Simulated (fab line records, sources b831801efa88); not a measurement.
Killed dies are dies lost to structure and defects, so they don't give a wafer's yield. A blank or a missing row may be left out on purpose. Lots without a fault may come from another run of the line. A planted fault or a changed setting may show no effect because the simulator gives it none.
Chamber matching | flow gf180mcu | GF_V2_CMP_26 on cmp-02: 4 sister chambers
The step polishes, stops on SiO2, t overpolish 15 s, target thk 0 nm. 30 wafers are shown with their chamber, then 12 later ones without.

WAFERS WITH THEIR CHAMBER
wafer  | chamber | motor_current_A (A) | time_to_endpoint_s (s) | platen_rpm (rpm)
L074.2 | 0       | 12.9                | 85                     | 60.01
L074.4 | 2       | 11.3                | 82                     | 60.07
L074.6 | 2       | 10.8                | 82                     | 60.04
L077.3 | 3       | 12.6                | 91                     | 59.97
L077.5 | 0       | 12.3                | 86                     | 60.01
L077.6 | 3       | 12.8                | 89                     | 60.07
L079.1 | 3       | 12.7                | 97                     | 59.96
L079.3 | 2       | 11.3                | 89                     | 59.97
L079.6 | 3       | 11.7                | 95                     | 59.97
L080.3 | 1       | 10.3                | 92                     | 59.99
L080.4 | 2       | 10.9                | 86                     | 60.01
L080.6 | 1       | 10.4                | 90                     | 59.94
L081.1 | 0       | 12.0                | 93                     | 60.02
L081.2 | 2       | 10.9                | 88                     | 59.98
L081.3 | 3       | 12.4                | 99                     | 60.07
L084.1 | 2       | 11.3                | 86                     | 59.93
L084.2 | 3       | 12.5                | 93                     | 60.07
L084.5 | 3       | 12.8                | 92                     | 60.00
L087.3 | 0       | 12.2                | 85                     | 60.03
L087.4 | 1       | 10.5                | 88                     | 59.93
L087.6 | 0       | 12.6                | 92                     | 60.05
L088.1 | 3       | 12.9                | 93                     | 59.94
L088.3 | 2       | 11.0                | 87                     | 59.99
L088.4 | 0       | 13.3                | 89                     | 60.00
L089.2 | 3       | 12.5                | 93                     | 60.02
L089.3 | 0       | 11.8                | 89                     | 60.07
L089.5 | 2       | 11.1                | 91                     | 60.03
L090.3 | 0       | 12.5                | 85                     | 59.98
L090.4 | 3       | 13.7                | 88                     | 59.93
L090.6 | 3       | 12.8                | 90                     | 59.98

SIGNATURES (means of the wafers above)
reading            | chamber 0 | chamber 1 | chamber 2 | chamber 3 | scatter within a chamber
motor_current_A    | 12.450    | 10.400    | 11.075    | 12.673    | 0.403
time_to_endpoint_s | 88.00     | 90.00     | 86.38     | 92.73     | 3.17
platen_rpm         | 60.0213   | 59.9533   | 60.0025   | 59.9982   | 0.0434
Rule: a wafer's distance from a chamber is the root of the sum, over the readings, of the square of ((its reading less the chamber's mean) divided by the reading's scatter). The wafer belongs to the nearest chamber; if the next one is less than 2 further off, it can't be placed. The scatter: the root of (the sum of the squares of (reading less its chamber's mean) over the shown wafers, divided by (wafers less chambers)).

WAFERS WITHOUT THEIR CHAMBER
wafer  | motor_current_A (A) | time_to_endpoint_s (s) | platen_rpm (rpm)
L093.1 | 12.1                | 85                     | 60.02
L093.3 | 12.9                | 88                     | 60.01
L093.4 | 11.2                | 83                     | 59.99
L094.1 | 12.8                | 92                     | 59.93
L094.3 | 12.6                | 89                     | 59.97
L094.6 | 11.4                | 82                     | 60.00
L095.1 | 11.3                | 83                     | 59.97
L095.2 | 12.7                | 88                     | 60.03
L095.3 | 10.3                | 88                     | 60.00
L096.3 | 11.6                | 83                     | 60.00
L096.5 | 10.3                | 88                     | 60.04
L096.6 | 12.3                | 86                     | 60.02

WHICH CHAMBER EACH WENT THROUGH
wafer  | from the rows above          | in truth
L093.1 | can't be placed: 0 or 2 or 3 | 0
L093.3 | can't be placed: 0 or 3      | 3
L093.4 | can't be placed: 2 or 1      | 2
L094.1 | can't be placed: 3 or 0      | 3
L094.3 | can't be placed: 0 or 3      | 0
L094.6 | can't be placed: 2 or 0      | 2
L095.1 | can't be placed: 2 or 1      | 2
L095.2 | can't be placed: 0 or 3      | 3
L095.3 | can't be placed: 1 or 2      | 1
L096.3 | can't be placed: 2 or 0      | 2
L096.5 | can't be placed: 1 or 2      | 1
L096.6 | can't be placed: 0 or 3      | 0
Placed correctly: 0 of 12. Can't be placed from these rows: 12 (the true chamber is among the candidates in 12). Placed wrongly: 0.
